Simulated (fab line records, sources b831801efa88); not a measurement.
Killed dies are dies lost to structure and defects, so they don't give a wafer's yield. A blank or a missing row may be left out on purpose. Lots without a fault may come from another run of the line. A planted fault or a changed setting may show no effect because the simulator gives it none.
fab line records | flow sky130
record lots=12 wafers=36 last_day=50
route steps=708 shown NWELL@81 VT_ADJUST_LVTN@100
lots that met no fault: from a run of the same line without faults
start_h: hours from the record's first day to the start of the lot's first wafer shown | wait_h: hours since the lot's step before | " the same as in the row above | L1.1+2: a row that stands for several wafers | - no value, or no start given | * or withheld: withheld | < > ~ a bound
route shown NAME@n: a module of which the file shows steps, and the number in the route of the first | usual: mean/standard deviation of fault-free wafers | same: alike in all rows | chamber/n: place in a boat | sites: the reading at each site | _std_site: their standard deviation | _edge_site: outer sites' mean less inner sites' | radius_mm: how far each site lies from the wafer's centre | mask NAME#n: copy n | behind: the tool/chamber that last shaped the wafer | hold: why the lot was held/for how many hours/how that ended | device: the transistor (n, p or np) that didn't switch | end of line: the same wafers' tests at the end of the route | a step without rows: its recipe alone | killed: dies lost to structure and defects at the first sort, not the wafer's yield | map: a wafer's dies, x killed, . not, _ none there
set.NAME: the setting as run; set.NAME@STEP: as run at that earlier step | model.NAME: the simulator's own value behind a step, which no gauge read
steps of the route over a sample of lots; a table a step, a row a wafer
services: from which hour (start_h, from the record's first day; less than 0 if before it) a tool's chamber was out of use, for how many hours, and why
## steps
# step SKY_NWELL_RTA_28
# recipe temp_c=1050 time_s=30 idle_temp_c=650 ramp_up_c_per_s=150 ramp_down_c_per_s=90 ambient=N2
# usual lamp_power_pct=25.30/0.054 wafer_temp_C_max=1055.0/0.93
# columns lot.wafer tool chamber start_h wait_h lamp_power_pct wafer_temp_C_max
L262.2 rtp_anneal-02 0 99.13 0.0 25.38 1055.3
L262.3 " 0 " " 25.31 1054.0
L262.4 " 0 " " 25.34 1055.1
L263.3 rtp_anneal-01 0 113.32 0.0 25.34 1055.3
L263.5 " 0 " " 25.37 1055.6
L263.6 " 0 " " 25.25 1055.7
L265.1 rtp_anneal-01 0 123.21 0.0 25.21 1054.4
L265.3 " 0 " " 25.31 1053.1
L265.5 " 0 " " 25.33 1054.1
L267.1 rtp_anneal-02 0 142.91 0.0 25.28 1057.0
L267.3 " 0 " " 25.39 1053.9
L267.4 " 0 " " 25.28 1055.6
L269.1 rtp_anneal-01 0 150.21 0.0 25.32 1054.4
L269.2 " 0 " " 25.23 1055.9
L269.4 " 0 " " 25.30 1053.5
L270.2 rtp_anneal-02 0 155.40 0.0 25.30 1053.7
L270.4 " 0 " " 25.32 1054.8
L270.6 " 0 " " 25.29 1056.1
L271.3 rtp_anneal-02 0 161.12 0.0 25.25 1053.5
L271.4 " 0 " " 25.29 1055.4
L271.5 " 0 " " 25.22 1054.7
L272.3 rtp_anneal-01 0 164.34 0.0 25.31 1054.0
L272.4 " 0 " " 25.25 1054.7
L272.5 " 0 " " 25.42 1055.3
L281.2 rtp_anneal-02 0 219.78 0.0 25.28 1055.0
L281.4 " 0 " " 25.25 1054.8
L281.6 " 0 " " 25.33 1054.6
L282.2 rtp_anneal-01 0 225.33 0.0 25.33 1058.0
L282.3 " 0 " " 25.29 1053.9
L282.6 " 0 " " 25.31 1054.4
L284.1 rtp_anneal-01 0 233.86 0.0 25.29 1055.8
L284.3 " 0 " " 25.29 1056.5
L284.4 " 0 " " 25.37 1054.6
L285.2 rtp_anneal-01 0 242.37 0.0 25.32 1053.7
L285.3 " 0 " " 25.31 1055.4
L285.6 " 0 " " 25.26 1055.2
# step SKY_NWELL_RS_MEAS_29
# recipe thk_meas_gauge=four-point-probe
# usual NWELL_RS=623.6/1.5
# columns lot.wafer tool chamber start_h wait_h NWELL_RS[ohm/sq]
L262.2 film_metro-01 - 99.23 0.1 625.4
L262.3 " - " " 625.5
L262.4 " - " " 625.6
L263.3 film_metro-04 - 113.42 0.1 627.5
L263.5 " - " " 625.4
L263.6 " - " " 625.0
L265.1 film_metro-04 - 123.31 0.1 621.0
L265.3 " - " " 623.4
L265.5 " - " " 621.3
L267.1 film_metro-04 - 143.01 0.1 623.4
L267.3 " - " " 624.5
L267.4 " - " " 623.8
L269.1 film_metro-03 - 150.31 0.1 622.9
L269.2 " - " " 624.2
L269.4 " - " " 624.7
L270.2 film_metro-03 - 155.50 0.1 623.2
L270.4 " - " " 622.3
L270.6 " - " " 622.3
L271.3 film_metro-03 - 161.22 0.1 622.7
L271.4 " - " " 623.5
L271.5 " - " " 624.3
L272.3 film_metro-04 - 164.45 0.1 623.9
L272.4 " - " " 627.6
L272.5 " - " " 625.6
L281.2 film_metro-04 - 219.88 0.1 622.4
L281.4 " - " " 622.9
L281.6 " - " " 623.3
L282.2 film_metro-03 - 225.43 0.1 622.8
L282.3 " - " " 621.3
L282.6 " - " " 624.9
L284.1 film_metro-03 - 233.96 0.1 623.0
L284.3 " - " " 622.7
L284.4 " - " " 622.7
L285.2 film_metro-03 - 242.48 0.1 623.9
L285.3 " - " " 621.8
L285.6 " - " " 622.8
# step SKY_VT_ADJUST_LVTN_SOFTBAKE_03
# recipe temp_c=110 time_s=withheld
# usual heater_power_total_W=65.33/0.15 plate_temp_C=110.00/0.13
# columns lot.wafer tool chamber start_h wait_h heater_power_total_W plate_temp_C
L262.2 litho_track-04 0 127.64 0.1 65.29 110.14
L262.3 " 0 " " 65.16 110.12
L262.4 " 0 " " 65.21 109.83
L263.3 litho_track-02 0 141.68 0.1 65.15 109.93
L263.5 " 0 " " 65.60 109.90
L263.6 " 0 " " 65.11 109.89
L265.1 litho_track-04 0 152.36 0.1 65.24 109.93
L265.3 " 0 " " 65.15 109.92
L265.5 " 0 " " 65.28 109.86
L267.1 litho_track-04 0 173.86 0.1 65.54 110.13
L267.3 " 0 " " 65.35 110.07
L267.4 " 0 " " 65.30 110.17
L269.1 litho_track-02 0 180.36 0.1 65.19 110.18
L269.2 " 0 " " 65.26 110.24
L269.4 " 0 " " 65.15 110.18
L270.2 litho_track-04 0 185.24 0.1 65.56 109.88
L270.4 " 0 " " 65.15 110.02
L270.6 " 0 " " 65.44 109.87
L271.3 litho_track-02 0 191.73 0.1 65.17 109.88
L271.4 " 0 " " 65.16 109.88
L271.5 " 0 " " 65.06 109.92
L272.3 litho_track-04 0 195.93 0.1 65.21 110.06
L272.4 " 0 " " 65.11 110.11
L272.5 " 0 " " 65.30 110.12
L281.2 litho_track-02 0 254.85 0.1 59.07 102.01
L281.4 " 0 " " 58.99 102.14
L281.6 " 0 " " 59.05 102.00
L282.2 litho_track-02 0 259.55 0.1 58.84 102.04
L282.3 " 0 " " 59.00 102.04
L282.6 " 0 " " 58.88 101.93
L284.1 litho_track-01 0 270.09 0.1 65.45 110.03
L284.3 " 0 " " 65.25 110.13
L284.4 " 0 " " 65.22 110.24
L285.2 litho_track-01 0 278.12 0.1 65.15 110.28
L285.3 " 0 " " 65.49 110.11
L285.6 " 0 " " 65.18 110.26
# step SKY_VT_ADJUST_LVTN_STRIP_09
# recipe chemistry=O2/N2 power_w=1400 pressure_mtorr=1500 platen_temp_c=withheld o2_flow_sccm=3000 n2_flow_sccm=300 overash_fraction=0.5
# usual drypump_motor_current_A=5.9/0.52 o2_flow_sccm=3001/8.7 oes_product_au=0.722/0.0042 strip_time_to_endpoint_s=36.93/0.1
# same overash_fraction=0.5
# columns lot.wafer tool chamber start_h wait_h drypump_motor_current_A o2_flow_sccm oes_product_au rf_hours_counter_h strip_time_to_endpoint_s
L262.2 plasma_asher-03 0 137.57 0.1 6.0 3002 0.724 33 36.93
L262.3 " 0 " " 6.0 2995 0.727 - 37.05
L262.4 " 1 " " 6.0 2998 0.725 - 37.04
L263.3 plasma_asher-04 1 151.93 0.1 4.9 2999 0.730 - 36.85
L263.5 " 0 " " 6.3 3000 0.725 - 36.80
L263.6 " 1 " " 4.9 2996 0.716 - 36.93
L265.1 plasma_asher-04 1 161.65 0.1 4.9 3007 0.724 4 37.03
L265.3 " 1 " " 5.0 3000 0.720 - 36.94
L265.5 " 1 " " 5.0 2998 0.719 - 36.96
L267.1 plasma_asher-04 0 184.05 0.1 6.4 3013 0.725 6 36.84
L267.3 " 0 " " 6.3 3014 0.722 - 36.85
L267.4 " 1 " " 4.9 3011 0.723 - 36.80
L269.1 plasma_asher-03 0 190.95 0.1 6.0 3002 0.725 39 36.86
L269.2 " 1 " " 6.0 3004 0.723 39 36.89
L269.4 " 0 " " 6.0 3007 0.718 - 36.81
L270.2 plasma_asher-02 1 196.27 0.1 6.4 3004 0.722 50 37.03
L270.4 " 1 " " 6.4 3002 0.721 - 37.02
L270.6 " 0 " " 5.8 3013 0.723 - 37.05
L271.3 plasma_asher-02 0 202.48 0.1 5.8 2998 0.723 - 36.72
L271.4 " 1 " " 6.4 3007 0.726 - 36.86
L271.5 " 1 " " 6.4 3001 0.717 - 36.82
L272.3 plasma_asher-04 1 206.03 0.1 5.0 3009 0.726 - 36.84
L272.4 " 0 " " 6.4 3007 0.719 - 36.99
L272.5 " 0 " " 6.3 3006 0.719 - 36.94
L281.2 plasma_asher-02 0 267.52 0.1 5.8 3012 0.723 57 37.61
L281.4 " 1 " " 6.4 3000 0.723 - 37.63
L281.6 " 1 " " 6.4 2995 0.724 - 37.66
L282.2 plasma_asher-04 1 272.27 0.1 5.0 2995 0.721 15 37.54
L282.3 " 1 " " 5.0 3000 0.731 - 37.61
L282.6 " 0 " " 6.3 2979 0.723 - 37.54
L284.1 plasma_asher-02 1 282.60 0.1 6.4 3001 0.721 59 36.81
L284.3 " 1 " " 6.5 3000 0.715 - 36.97
L284.4 " 0 " " 5.8 2986 0.717 - 36.82
L285.2 plasma_asher-03 1 290.75 0.1 6.0 2993 0.724 48 36.93
L285.3 " 1 " " 6.0 2996 0.720 - 36.95
L285.6 " 0 " " 6.0 2995 0.715 - 36.83
# step SKY_VT_ADJUST_LVTN_OVL_MEAS_18
# usual VT_ADJUST_LVTN_01_OVL=-0.4/1.3
# columns lot.wafer tool chamber start_h wait_h VT_ADJUST_LVTN_01_OVL[nm]
L262.2 overlay-02 - 157.62 0.1 -1.3
L262.3 " - " " -0.4
L262.4 " - " " -1.0
L263.3 overlay-01 - 171.52 0.1 -0.9
L263.5 " - " " 0.2
L263.6 " - " " 0.8
L265.1 overlay-02 - 181.84 0.1 -0.6
L265.3 " - " " -0.8
L265.5 " - " " -0.3
L267.1 overlay-02 - 204.56 0.1 -0.2
L267.3 " - " " -1.1
L267.4 " - " " -1.9
L269.1 overlay-01 - 211.51 0.1 -1.9
L269.2 " - " " -1.2
L269.4 " - " " 0.3
L270.2 overlay-02 - 216.69 0.1 -0.8
L270.4 " - " " -2.0
L270.6 " - " " -1.7
L271.3 overlay-01 - 224.00 0.1 -0.9
L271.4 " - " " -1.9
L271.5 " - " " -3.0
L272.3 overlay-01 - 227.45 0.1 0.8
L272.4 " - " " 1.9
L272.5 " - " " -0.4
L281.2 overlay-01 - 292.14 0.1 -1.1
L281.4 " - " " -0.6
L281.6 " - " " 1.0
L282.2 overlay-02 - 297.77 0.1 -0.8
L282.3 " - " " -1.1
L282.6 " - " " -1.3
L284.1 overlay-01 - 308.41 0.1 3.5
L284.3 " - " " 0.1
L284.4 " - " " 0.5
L285.2 overlay-02 - 316.02 0.1 -0.8
L285.3 " - " " 0.6
L285.6 " - " " -0.1
## services
# columns tool chamber start_h hours kind
plasma_asher-04 - 108.75 9.0 pm
plasma_asher-04 0 108.75 9.0 vent_cycle
plasma_asher-04 1 108.75 9.0 vent_cycle
plasma_asher-04 0 117.75 - clean
plasma_asher-04 1 117.75 - clean
plasma_asher-03 - 124.72 0.8 repair
plasma_asher-04 - 129.69 4.3 repair
plasma_asher-02 - 136.99 0.6 repair
plasma_asher-02 - 139.60 2.8 repair
plasma_asher-02 - 167.38 2.8 pm
plasma_asher-04 - 189.91 2.8 pm
plasma_asher-03 - 262.71 1.7 repair
plasma_asher-03 - 284.07 2.2 repair
## key
first_sign step=SKY_VT_ADJUST_LVTN_SOFTBAKE_03 reading=plate_temp_C direction=down sigmas=59 usual=* struck=*
effect step=SKY_VT_ADJUST_LVTN_SOFTBAKE_03 reading=heater_power_total_W direction=down sigmas=44 usual=* struck=*
effect step=SKY_VT_ADJUST_LVTN_STRIP_09 reading=strip_time_to_endpoint_s direction=up sigmas=6.5 usual=* struck=*
met_at SKY_VT_ADJUST_LVTN_SOFTBAKE_03
struck_lots L281,L282
tester_left_out L281,L282
not_acting_at SKY_NWELL_RTA_28,SKY_NWELL_RS_MEAS_29,SKY_VT_ADJUST_LVTN_OVL_MEAS_18
onset_between 191.73 254.85
fault kind=process_parameter_drift tool=litho_track-02 chamber=- onset_h=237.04 steps=SKY_VT_ADJUST_LVTN_SOFTBAKE_03 channel=temp_c offset=* shape=step end_h=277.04 acts_in=* stated=*
# tester_left_out: of these lots the tester's yield and bins aren't shown, on N5 and GAA mostly nor the transistor test; their killed dies are dies lost to structure and defects alone, not to doping, threshold or leakage, so they don't give the yield
